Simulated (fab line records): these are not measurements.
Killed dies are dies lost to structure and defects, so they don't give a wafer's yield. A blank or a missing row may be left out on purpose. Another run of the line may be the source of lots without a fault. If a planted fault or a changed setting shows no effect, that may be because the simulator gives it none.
Comparing a struck lot with a sound one | flow gf180mcu | 19 steps out of a route of 602
Sound: wafers L134.2, L134.3, L134.4. The struck wafers were L147.2, L147.3, L147.5. The cause comes at the end.
Each step with rows lists, per side, the tool, then ch with its chambers, then its first start. Under that, the readings that differ: sound wafers | struck wafers | difference of the means | sigmas: that difference in standard deviations of wafers without a fault.
alike: a reading whose means differ by less than 2 such deviations, as well as words and numbers matching on both sides. not compared: withheld readings; readings where some wafer has no value; bounds like >300 that might hide an equal value; numbers whose values overlap and for which the record gives no deviation.
A row with sigmas, a row that says differs or no value, or rows on one side alone: a step with any of these is where the two part. Numbers that don't overlap but have no deviation are shown without sigmas and don't part them. A reading missing from all wafers of one side parts the sides only when that side holds two or more wafers.

GF_V5_RS_MEAS_24: a four-point-probe measurement.
  sound: film_metro-04 at day 30 14:25; struck: film_metro-01 at day 33 18:31
  alike: V5_W_RS
GF_V5_THK_MEAS_25: measures by xrf.
  sound: film_metro-04 at day 30 14:32; struck: film_metro-01 at day 33 18:38
  alike: V5_W_THK
GF_V5_CMP_26: polishes, stops on SiO2, t overpolish 14.49 s, target thk 0 nm.
  sound on cmp-01 ch 0,1,3, day 30 14:35; struck on cmp-02 ch 0,1,2, day 33 18:44
  alike: motor_current_A, overpolish_run_s, time_to_endpoint_s
GF_TOP_METAL_SPUTTER_00: material Ti, target thk 37.5 nm, time 150 s.
  sound: pvd_sputter-01 at day 30 14:53; struck: pvd_sputter-03 at day 33 18:59
  alike: throttle_valve_pct
GF_TOP_METAL_SPUTTER_01: material TiN, target thk 30 nm, time 25 s.
  sound: pvd_sputter-01 at day 30 14:59; struck: pvd_sputter-03 at day 33 19:05
  alike: throttle_valve_pct
GF_TOP_METAL_SPUTTER_02: material AlCu, target thk 900 nm, time 47.82 s.
  sound: pvd_sputter-01 at day 30 15:01; struck: pvd_sputter-03 at day 33 19:07
  alike: throttle_valve_pct
GF_TOP_METAL_SPUTTER_03: material Ti, target thk 5 nm, time 3.3 s.
  sound: pvd_sputter-01 at day 30 15:03; struck: pvd_sputter-03 at day 33 19:09
  alike: throttle_valve_pct
then, 1 step without rows for these wafers: GF_TOP_METAL_SPUTTER_04 (material TiN, target thk 25 nm, time 20.8 s).
GF_TOP_METAL_RS_MEAS_05: a four-point-probe measurement.
  sound: film_metro-03 at day 30 15:07; struck: film_metro-03 at day 33 19:13
  alike: TOP_METAL_ALCU_RS
GF_TOP_METAL_THK_MEAS_06: measures by xrf.
  sound: film_metro-03 at day 30 15:14; struck: film_metro-03 at day 33 19:20
  alike: TOP_METAL_ALCU_THK
then, 2 steps without rows for these wafers: GF_TOP_METAL_DEHYDRATE_07 (time 60 s); GF_TOP_METAL_HMDS_08 (prime time 60 s).
GF_TOP_METAL_COAT_09: resist thk 1500 nm.
  sound on litho_track-03 ch 0, day 30 23:45; struck on litho_track-03 ch 0, day 34 02:30
  reading                                        | sound                | struck               | difference | sigmas
  spin_speed_rpm (rpm)                           | 2998.1 3000.8 3003.0 | 3062.9 3062.5 3059.7 | +61.1      | +29
  model.NOVOLAK_of_TOP_METAL_COAT_09.thk_nm (nm) | 1494 1494 1494       | 1483 1490 1488       | -7         |
  alike: resist_line_temp_C
then, 3 steps without rows for these wafers: GF_TOP_METAL_SOFTBAKE_10 (time 60 s); GF_TOP_METAL_EXPOSE_11 (exposes mask MetalTop, target cd 440 nm); GF_TOP_METAL_PEB_12.
GF_TOP_METAL_DEVELOP_13: develop time 60 s.
  sound on litho_track-01 ch 0, day 31 08:25; struck on litho_track-02 ch 0, day 34 10:34
  reading                                        | sound          | struck         | difference | sigmas
  model.NOVOLAK_of_TOP_METAL_COAT_09.thk_nm (nm) | 1493 1494 1494 | 1483 1489 1488 | -7         |
  alike: developer_temp_C, resist_line_temp_C
GF_TOP_METAL_CD_MEAS_14: the cd target is 440 nm.
  sound: cd_sem-02 at day 31 08:34; struck: cd_sem-01 at day 34 10:43
  alike: cd_nm
following that, these wafers have no rows for 1 step: GF_PASSIVATION_PROBE_99.

== WHERE THEY PART ==
Only at GF_TOP_METAL_COAT_09, within this record. Later steps at which nothing parts them and some readings are alike: GF_TOP_METAL_DEVELOP_13, GF_TOP_METAL_CD_MEAS_14.

WHY: whatever the simulator had introduced
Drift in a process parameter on litho_track-03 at GF_TOP_METAL_COAT_09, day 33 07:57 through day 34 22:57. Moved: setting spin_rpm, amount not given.
